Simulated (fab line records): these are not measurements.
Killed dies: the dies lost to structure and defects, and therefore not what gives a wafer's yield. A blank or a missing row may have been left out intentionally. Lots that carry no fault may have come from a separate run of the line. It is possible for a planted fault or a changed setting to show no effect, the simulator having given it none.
A lot that was struck, set against a sound lot    flow sfq line    32 steps out of a route of 325
Sound: these wafers, L121.2, L121.4, L121.6. Struck: wafer L131.3 (L131.4, L131.5, from the same lot, were not struck and are left out); the cause is given at the end.
Per side, at each step with rows, come the tool, then ch with its chambers, and then its first start. Under that, the readings that differ: sound wafers    struck wafers    difference of the means    sigmas: that difference in standard deviations of wafers without a fault.
alike: readings with means less than 2 such deviations apart, plus words and numbers identical on both sides. not compared: withheld readings, readings lacking a value on some wafer, bounds such as >300 that could conceal the same value, and numbers that have no deviation in the record and whose values overlap.
The two part at a step that has a row with sigmas, a row that says differs or no value, or rows on one side only. Numbers that don't overlap but have no deviation are shown without sigmas and don't part them. Lack of a reading on every wafer of one side parts them only where that side has two or more wafers.

SFQ_INCOMING_BOW_MEAS_900:
  struck on film metro-03, day 4 18:02; sound on film metro-02, day 2 16:01
reading            sound     struck  difference  sigmas
INCOMING_BOW (um)  -1 -3 -5  13      +16         +3
then, 1 step without rows for these wafers: SFQ_TRILAYER_INCOMING_OXIDATION_002 (target thk 500 nm, ox time 4939 s).
SFQ_TRILAYER_L0_DEP_SPUTTER_003: material MoNx KI, target thk 40 nm, time 100 s.
  struck on pvd sputter-05, day 4 20:29; sound on pvd sputter-03, day 2 18:29
reading                                                   sound             struck  difference  sigmas
model.MoNx_KI_of_TRILAYER_L0_DEP_SPUTTER_003.thk nm (nm)  40.61 40.11 40.2  43.11   +2.80       
  alike: cathode dc power W, throttle valve pct
SFQ_L0_RS_MEAS_901: measures by four-point-probe.
  struck on film metro-01, day 4 20:36; sound on film metro-03, day 2 18:35
reading                 sound           struck  difference  sigmas
L0_MONX_KI_RS (ohm/sq)  42.8 43.4 43.3  40.4    -2.8        -7
SFQ_L0_THK_MEAS_902: measures by xrf.
  struck on film metro-01, day 4 20:42; sound on film metro-03, day 2 18:41
reading              sound           struck  difference  sigmas
L0_MONX_KI_THK (nm)  40.9 40.4 40.5  43.3    +2.7        +6
then, 6 steps without rows for these wafers: SFQ_TRILAYER_L0_LITHO_COAT_010 (resist thk 62 nm); SFQ_TRILAYER_L0_LITHO_COAT_005 (resist thk 600 nm); SFQ_TRILAYER_L0_LITHO_SOFTBAKE_009; SFQ_TRILAYER_L0_LITHO_EXPOSE_006 (exposes mask L0, target cd 2000 nm); SFQ_TRILAYER_L0_LITHO_PEB_008 (peb time 60 s); SFQ_TRILAYER_L0_LITHO_DEVELOP_007 (time 60 s).
-- the record jumps here: 4 days lie between the struck wafers' starts before and after --
SFQ_TRILAYER_L0_BARC_OPEN_METAL_ETCH_010: etches BARC in O2, target depth 125 nm, time 41.7 s.
  sound on rie metal-01 ch 1, day 5 20:11; struck on rie metal-03 ch 0, day 8 10:36
  alike: bias w, drypump motor current A, oes product au
  not compared: rf hours counter h
SFQ_TRILAYER_L0_ETCH_METAL_ETCH_008: etches MoNx KI in SF6/O2, stops on SiO2, target depth 50 nm, time 25 s.
  sound on rie metal-01 ch 1, day 5 20:14; struck on rie metal-03 ch 0, day 8 10:40
reading                sound              struck  difference  sigmas
bias w (W)             79.42 79.47 79.37  79.94   +0.52       +2
oes product au (a.u.)  0.876 0.878 0.879  0.910   +0.032      +5
  alike: drypump motor current A
  not compared: rf hours counter h
then, 2 steps without rows for these wafers: SFQ_TRILAYER_L0_STRIP_STRIP_009 (strips in O2); SFQ_TRILAYER_L0_STRIP_SOLV_CLEAN_010 (cleans in NMP, time 600 s).
SFQ_TRILAYER_L0_CAP_PECVD_011: deposits SiO2 from SiH4/N2O, time 13.333 s, target thk 60 nm.
  sound on pecvd-03 ch 0,1,2, day 5 21:04; struck on pecvd-03 ch 2, day 8 11:28
  alike: heater power w, throttle valve pct
then, 6 steps without rows for these wafers: SFQ_TRILAYER_L0_VIA_LITHO_COAT_018 (resist thk 62 nm); SFQ_TRILAYER_L0_VIA_LITHO_COAT_013 (resist thk 650 nm); SFQ_TRILAYER_L0_VIA_LITHO_SOFTBAKE_017; SFQ_TRILAYER_L0_VIA_LITHO_EXPOSE_014 (exposes mask L0V, target cd 700 nm); SFQ_TRILAYER_L0_VIA_LITHO_PEB_016 (peb time 60 s); SFQ_TRILAYER_L0_VIA_LITHO_DEVELOP_015 (time 60 s).
-- the record jumps here: 4 days lie between the struck wafers' starts before and after --
SFQ_L0V_OVL_MEAS_903:
  struck on overlay-01, day 12 13:28; sound on overlay-01, day 9 23:04
  alike: L0V_OVL
SFQ_TRILAYER_L0_VIA_BARC_OPEN_VIA_ETCH_021: etches BARC in O2, target depth 125 nm, time 41.7 s.
  sound on rie diel-04 ch 1,2,3, day 9 23:05; struck on rie diel-04 ch 0, day 12 13:29
  alike: bias w, drypump motor current A, oes product au
  not compared: rf hours counter h
then, 1 step without rows for these wafers: SFQ_TRILAYER_L0_VIA_ETCH_VIA_ETCH_016 (etches SiO2 in CHF3, stops on MoNx KI, target depth 80 nm).
SFQ_TRILAYER_L0_VIA_STRIP_STRIP_017: strips in O2.
  sound on rie metal-01 ch 0, day 9 23:11; struck on rie metal-02 ch 0, day 12 13:47
  alike: drypump motor current A, oes product au
  not compared: rf hours counter h
then, 2 steps without rows for these wafers: SFQ_TRILAYER_L0_VIA_STRIP_SOLV_CLEAN_018 (cleans in NMP, time 600 s); SFQ_TRILAYER_M0_DEP_PRE_CLEAN_020 (time 15 s).
SFQ_TRILAYER_M0_DEP_SPUTTER_019: material Nb, target thk 200 nm, time 133.3 s.
  struck on pvd sputter-04, day 12 14:23; sound on pvd sputter-04, day 9 23:59
  alike: cathode dc power W, throttle valve pct
SFQ_M0_RS_MEAS_904: measures by four-point-probe.
  struck on film metro-03, day 12 14:31; sound on film metro-03, day 10 00:05
  alike: M0_NB_RS
then, 1 step without rows for these wafers: SFQ_TRILAYER_M0_LITHO_COAT_026 (resist thk 62 nm).
-- the record jumps here: 79 days lie between the struck wafers' starts before and after --
SFQ_M8_BOW_MEAS_951:
  struck on film metro-04, day 91 15:32; sound on film metro-04, day 81 06:31
reading                   sound              struck  difference  sigmas
M8_BOW (um)               -2 -4 -6           44      +48         +5
model.etest.l0v.link ohm  43.77 44.3 44.2    41.26   -2.83       
model.etest.l0.ohm sq     42.84 43.37 43.28  40.36   -2.80       
model.etest.l0.ohm um     21.45 21.71 21.68  20.15   -1.46       

== WHERE THEY PART ==
Earliest at SFQ_INCOMING_BOW_MEAS_900; latest, in this record, at SFQ_M8_BOW_MEAS_951.

WHY: what had been put in by the simulator
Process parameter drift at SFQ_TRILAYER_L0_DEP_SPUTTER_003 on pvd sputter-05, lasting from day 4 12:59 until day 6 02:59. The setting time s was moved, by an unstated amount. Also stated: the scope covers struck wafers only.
